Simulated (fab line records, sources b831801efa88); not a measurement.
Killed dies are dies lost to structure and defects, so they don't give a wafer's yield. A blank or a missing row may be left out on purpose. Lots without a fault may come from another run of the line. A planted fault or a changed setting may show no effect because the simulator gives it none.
Which tool did it? | flow gf180mcu | 11 lots, 33 wafers sampled, at 3 steps of a route of 602

WHAT THE GAUGES READ, wafer by wafer
GF_V3_RS_MEAS_24: measures by four-point-probe.
lot  | measured     | on            | V3_W_RS (ohm/sq)
L345 | day 22 19:24 | film_metro-04 | 0.336 0.329 0.331
L348 | day 23 23:52 | film_metro-02 | 0.475 0.456 0.458
L349 | day 24 04:46 | film_metro-02 | 0.478 0.469 0.479
L350 | day 24 13:46 | film_metro-04 | 0.322 0.321 0.322
L356 | day 26 18:03 | film_metro-02 | 0.337 0.338 0.338
L357 | day 27 03:35 | film_metro-04 | 0.334 0.330 0.333
L358 | day 27 10:26 | film_metro-02 | 0.328 0.331 0.327
L360 | day 27 19:47 | film_metro-01 | 0.333 0.327 0.326
L361 | day 28 02:38 | film_metro-04 | 0.320 0.324 0.320
L363 | day 28 15:04 | film_metro-02 | 0.336 0.338 0.335
L367 | day 29 19:04 | film_metro-01 | 0.331 0.329 0.328

WHICH TOOL RAN EACH LOT (tool, then ch and the chambers of the sampled wafers, then the start)
lot  | GF_V2_SPUTTER_21             | GF_V3_CVD_23
L345 | pvd_sputter-02, day 20 16:47 | cvd_w-01 ch 0,1, day 22 19:17
L348 | pvd_sputter-04, day 21 22:38 | cvd_w-01 ch 0,1, day 23 23:45
L349 | pvd_sputter-04, day 22 04:43 | cvd_w-01 ch 0,1, day 24 04:39
L350 | pvd_sputter-01, day 22 13:50 | cvd_w-02 ch 0,1, day 24 13:40
L356 | pvd_sputter-04, day 24 20:50 | cvd_w-01 ch 1, day 26 17:56
L357 | pvd_sputter-01, day 25 06:22 | cvd_w-01 ch 0,1, day 27 03:28
L358 | pvd_sputter-02, day 25 13:53 | cvd_w-01 ch 0,1, day 27 10:20
L360 | pvd_sputter-01, day 25 23:41 | cvd_w-01 ch 0,1, day 27 19:41
L361 | pvd_sputter-01, day 26 07:04 | cvd_w-02 ch 0,1, day 28 02:30
L363 | pvd_sputter-02, day 26 20:11 | cvd_w-01 ch 0,1, day 28 14:56
L367 | pvd_sputter-04, day 28 02:08 | cvd_w-01 ch 0,1, day 29 18:57
- GF_V2_SPUTTER_21: material Ti, target thk 15 nm, time 80.02 s.
- GF_V3_CVD_23: deposits W, target thk 350 nm, time 104.9 s.

THE ANSWER, worked out from the rows above alone
Rule: what is usual is taken from the lots themselves. Put in order of their means at a reading, lots are off if they are a third of the lots or fewer, leave a main group of 4 or more, and stand apart from it by a gap of 3 or more times the standard deviation of the main group's means; of several such gaps the widest counts. A main group whose means are all the same, to the digits that the tables above print for the reading, isn't used. A lot without any number at a reading at which 4 lots or more have one is off too. The other lots that the step has rows for count as sound.
Off: L348, L349, at GF_V3_RS_MEAS_24 (V3_W_RS). The main group: mean 0.330 ohm/sq, standard deviation 0.0053.
A tool fits if, at a process step before that reading, it ran every lot that is off, and no sound lot after the first of them. The gauges at GF_V3_RS_MEAS_24 are tried like those tools. None of those tried fits.

WHAT THE SIMULATOR HAD PUT IN
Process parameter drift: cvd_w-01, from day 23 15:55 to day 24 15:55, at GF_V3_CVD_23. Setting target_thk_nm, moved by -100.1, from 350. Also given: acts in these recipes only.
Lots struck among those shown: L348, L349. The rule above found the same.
